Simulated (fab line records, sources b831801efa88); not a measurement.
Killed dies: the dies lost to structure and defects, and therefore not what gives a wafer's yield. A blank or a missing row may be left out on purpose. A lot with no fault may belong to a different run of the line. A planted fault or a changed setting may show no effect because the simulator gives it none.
fab line records | flow sky130 | part 2 of 2: steps 31 to 40 of 40
record: lots: 5 wafers: 15 last-day: 50
route steps=708 shown LDD_HVP@287 LDD_LDN@289 SPACER@304 POLY_CUT@307 SD_P@320
lots that met no fault: taken from a fault-free run of the same line
start-h: hours from the record's opening day to when the first of the lot's shown wafers began | wait-h: time in hours since the lot's previous step | " as in the row above | L1.1+2: one row covering several wafers at once | - no value, or no start was given | * or withheld: withheld | < > ~ a bound
route shown NAME@n: NAME is a module with steps in the file, n the number in the route of the first one | usual: mean/standard deviation of fault-free wafers | same: alike in all rows | chamber/n: place in a boat | sites: each site's reading | _std_site: their standard deviation | _edge_site: outer sites' mean less inner sites' | radius-mm: for every site, how far away it sits from the centre of the wafer | mask NAME#n: copy n | behind: the most recent tool/chamber to have shaped the wafer | hold: cause of the lot's hold/its duration in hours/its outcome | device: whichever transistor did not switch (one of n, p or np) | end of line: the route-end tests of the same wafers | for a step that has no rows: nothing shown but its recipe | killed: at the first sort, the dies lost to defects and structure; wafer yield is something else | map: shows each die of a wafer: x if killed, . if not, _ if none is there
set.NAME: the setting that was run; set.NAME@STEP: the one run at that earlier step | model.NAME: the simulator's own value behind a step, which no gauge read
lots at selected steps of the route; one table per step, one row per wafer
services: from which hour (start-h, from the record's first day; less than 0 if before it) a tool's chamber was out of use, for how many hours, and why
== steps ==
step: SKY_POLY_CUT_ETCH_10
recipe: chemistry: N2/H2 target: BARC ion-energy-ev: 200 source-w: 500 bias-w: 100 pressure-mtorr: 30 n2-flow-sccm: 100 h2-flow-sccm: 200 stop-on: SiO2 time-s: 45.9 target-depth-a: 600
usual: drypump-motor-current-A: 5.7/0.41 oes-product-au: 0.854/0.0049 throttle-valve-pct: 13.225/0.009
columns lot.wafer tool chamber start-h wait-h drypump-motor-current-A oes-product-au rf-hours-counter-h throttle-valve-pct
L084.1 rie-diel-03 1 667.39 0.0 5.1 0.851 8 13.228
L084.3 " 3 " " 5.9 0.849 4 13.214
L084.4 " 2 " " 5.8 0.850 61 13.225
L083.3 rie-diel-03 3 669.99 0.0 5.8 0.853 4 13.229
L083.5 " 0 " " 5.2 0.863 - 13.228
L083.6 " 3 " " 5.8 0.852 - 13.228
L085.1 rie-diel-03 0 695.83 0.0 5.3 0.855 3 13.228
L085.2 " 3 " " 5.9 0.848 5 13.251
L085.6 " 2 " " 5.8 0.860 - 13.225
L091.1 rie-diel-03 1 721.77 0.0 5.1 0.851 9 13.235
L091.4 " 3 " " 5.8 0.855 5 13.225
L091.6 " 0 " " 5.2 0.854 - 13.231
L095.1 rie-diel-02 2 739.12 0.0 6.1 0.859 5 13.224
L095.4 " 3 " " 6.2 0.855 13 13.231
L095.6 " 0 " " 5.3 0.847 - 13.241
step: SKY_POLY_CUT_ETCH_11
recipe: target: Si3N4 chemistry: CF4/CH2F2/Ar stop-on: poly-Si source-w: 600 bias-w: 150 pressure-mtorr: 40 cf4-flow-sccm: 40 ch2f2-flow-sccm: 20 Ar_flow_sccm: 150 time-s: 42.5 target-depth-a: 600
usual: drypump-motor-current-A: 5.7/0.41 oes-product-au: 0.823/0.0065 throttle-valve-pct: 14.995/0.0085
columns lot.wafer tool chamber start-h wait-h drypump-motor-current-A oes-product-au rf-hours-counter-h throttle-valve-pct
L084.1 rie-diel-03 1 667.43 0.0 5.1 0.818 8 14.990
L084.3 " 3 " " 5.8 0.817 4 14.983
L084.4 " 2 " " 5.8 0.828 61 14.986
L083.3 rie-diel-03 3 670.03 0.0 5.8 0.826 4 15.001
L083.5 " 0 " " 5.2 0.826 - 15.003
L083.6 " 3 " " 5.8 0.833 - 14.999
L085.1 rie-diel-03 0 695.88 0.0 5.2 0.830 3 14.989
L085.2 " 3 " " 5.8 0.829 5 14.990
L085.6 " 2 " " 5.7 0.828 - 14.990
L091.1 rie-diel-03 1 721.82 0.0 5.1 0.824 10 14.978
L091.4 " 3 " " 5.9 0.829 5 14.991
L091.6 " 0 " " 5.2 0.824 - 14.993
L095.1 rie-diel-02 2 739.17 0.0 6.1 0.821 5 15.001
L095.4 " 3 " " 6.2 0.831 13 14.985
L095.6 " 0 " " 5.4 0.828 - 15.009
step: SKY_POLY_CUT_STRIP_12
recipe: chemistry: O2/N2 power-w: 1400 pressure-mtorr: 1500 platen-temp-c: withheld o2-flow-sccm: 3000 n2-flow-sccm: 300 overash-fraction: 0.5
usual: drypump-motor-current-A: 5.7/0.47 oes-product-au: 0.452/0.0047 strip-time-to-endpoint-s: 5.356/0.02
columns lot.wafer tool chamber start-h wait-h drypump-motor-current-A oes-product-au rf-hours-counter-h strip-time-to-endpoint-s
L084.1 plasma-asher-03 1 667.47 0.0 6.2 0.446 23 5.363
L084.3 " 1 " " 6.3 0.449 - 5.325
L084.4 " 0 " " 5.2 0.448 - 5.353
L083.3 plasma-asher-02 1 670.10 0.1 5.2 0.452 - 5.356
L083.5 " 1 " " 5.2 0.454 - 5.354
L083.6 " 0 " " 6.1 0.451 - 5.332
L085.1 plasma-asher-04 0 695.92 0.0 5.8 0.451 96 5.382
L085.2 " 1 " " 5.2 0.454 96 5.361
L085.6 " 0 " " 5.8 0.455 - 5.415
L091.1 plasma-asher-03 0 721.86 0.0 5.2 0.450 28 5.328
L091.4 " 1 " " 6.2 0.450 - 5.331
L091.6 " 0 " " 5.2 0.444 - 5.335
L095.1 plasma-asher-02 1 739.21 0.0 5.2 0.447 91 5.373
L095.4 " 1 " " 5.2 0.445 - 5.369
L095.6 " 0 " " 6.1 0.449 - 5.365
step: SKY_SD_P_DEHYDRATE_00
recipe: temp-c: 200 time-s: 60
columns lot.wafer tool chamber start-h wait-h
L084.1+3+4 litho-track-02 0 680.57 13.1
L083.3+5+6 litho-track-03 0 683.51 13.4
L085.1+2+6 litho-track-04 0 709.39 13.4
L091.1+4+6 litho-track-03 0 734.66 12.8
L095.1+4+6 litho-track-04 0 752.54 13.3
step: SKY_SD_P_HMDS_01
recipe: prime-time-s: 60 prime-temp-c: 120
columns lot.wafer tool chamber start-h wait-h
L084.1+3+4 litho-track-02 0 680.72 0.1
L083.3+5+6 litho-track-03 0 683.66 0.1
L085.1+2+6 litho-track-04 0 709.54 0.1
L091.1+4+6 litho-track-03 0 734.81 0.1
L095.1+4+6 litho-track-04 0 752.69 0.1
step: SKY_SD_P_COAT_02
recipe: resist: NOVOLAK spin-rpm: 3000 resist-thk-nm: 1140
columns lot.wafer tool chamber start-h wait-h
L084.1+3+4 litho-track-02 0 680.87 0.1
L083.3+5+6 litho-track-03 0 683.81 0.1
L085.1+2+6 litho-track-04 0 709.69 0.1
L091.1+4+6 litho-track-03 0 734.96 0.1
L095.1+4+6 litho-track-04 0 752.84 0.1
step: SKY_SD_P_SOFTBAKE_03
recipe: temp-c: 90 time-s: 60 resist: NOVOLAK
columns lot.wafer tool chamber start-h wait-h
L084.1+3+4 litho-track-02 0 681.02 0.1
L083.3+5+6 litho-track-03 0 683.96 0.1
L085.1+2+6 litho-track-04 0 709.84 0.1
L091.1+4+6 litho-track-03 0 735.11 0.1
L095.1+4+6 litho-track-04 0 752.99 0.1
step: SKY_SD_P_EXPOSE_04
recipe: mask-id: PSDM na: 0.6 source-shape: conventional sigma-outer: 0.6 polarization: unpolarized target-cd-nm: 380 dose-mj: 138
usual: focus-offset-nm: -0.1/0.56
same: sigma-outer: 0.6
columns lot.wafer tool chamber start-h wait-h mask focus-offset-nm
L084.1 iline-stepper-01 0 - - PSDM#0 0.6
L084.3 " 0 " " PSDM#0 0.1
L084.4 " 0 " " PSDM#0 0.1
L083.3 iline-stepper-01 0 - - PSDM#0 -0.4
L083.5 " 0 " " PSDM#0 -0.2
L083.6 " 0 " " PSDM#0 -0.3
L085.1 iline-stepper-01 0 - - PSDM#0 -0.3
L085.2 " 0 " " PSDM#0 -1.2
L085.6 " 0 " " PSDM#0 -0.8
L091.1 iline-stepper-01 0 - - PSDM#0 0.2
L091.4 " 0 " " PSDM#0 -0.5
L091.6 " 0 " " PSDM#0 -0.6
L095.1 iline-stepper-02 0 - - PSDM#0 0.2
L095.4 " 0 " " PSDM#0 -0.3
L095.6 " 0 " " PSDM#0 0.0
step: SKY_SD_P_PEB_05
recipe: temp-c: withheld time-s: * resist: NOVOLAK
columns lot.wafer tool chamber start-h wait-h
L084.1+3+4 litho-track-03 0 - -
L083.3+5+6 litho-track-04 0 - -
L085.1+2+6 litho-track-02 0 - -
L091.1+4+6 litho-track-03 0 - -
L095.1+4+6 litho-track-02 0 - -
step: SKY_SD_P_DEVELOP_06
recipe: resist: NOVOLAK developer: TMAH develop-time-s: 60 dev-temp-c: 23
same: develop-time-s: 60
columns lot.wafer tool chamber start-h wait-h
L084.1+3+4 litho-track-03 0 695.71 0.1
L083.3+5+6 litho-track-04 0 697.39 0.1
L085.1+2+6 litho-track-02 0 723.87 0.1
L091.1+4+6 litho-track-03 0 748.06 0.1
L095.1+4+6 litho-track-02 0 765.62 0.1
== services ==
columns tool chamber start-h hours kind
krf-scanner-02 - 593.36 3.6 pm
iline-stepper-02 - 602.53 2.1 pm
rie-diel-03 - 616.52 0.4 repair
implanter-02 - 623.38 2.7 repair
krf-scanner-02 - 633.58 0.8 pm
krf-scanner-02 - 637.96 1.0 pm
rie-diel-02 0 640.66 4.0 repair
implanter-02 - 647.60 0.6 repair
iline-stepper-02 - 665.18 1.7 pm
iline-stepper-01 - 675.12 1.7 pm
implanter-03 - 688.65 1.4 repair
implanter-03 - 690.07 3.7 pm
implanter-02 - 694.01 4.9 pm
rie-diel-03 2 701.85 4.1 repair
rie-diel-02 - 706.38 3.3 repair
plasma-asher-01 - 714.81 2.8 pm
krf-scanner-02 - 719.71 1.3 pm
rie-diel-03 0 722.30 9.9 repair
rie-diel-02 0 729.74 1.8 repair
plasma-asher-02 - 730.23 6.6 repair
iline-stepper-02 - 730.31 5.0 repair
rie-diel-02 - 735.44 2.8 pm
rie-diel-02 0 740.23 40.9 repair
rie-diel-03 0 756.00 4.4 repair
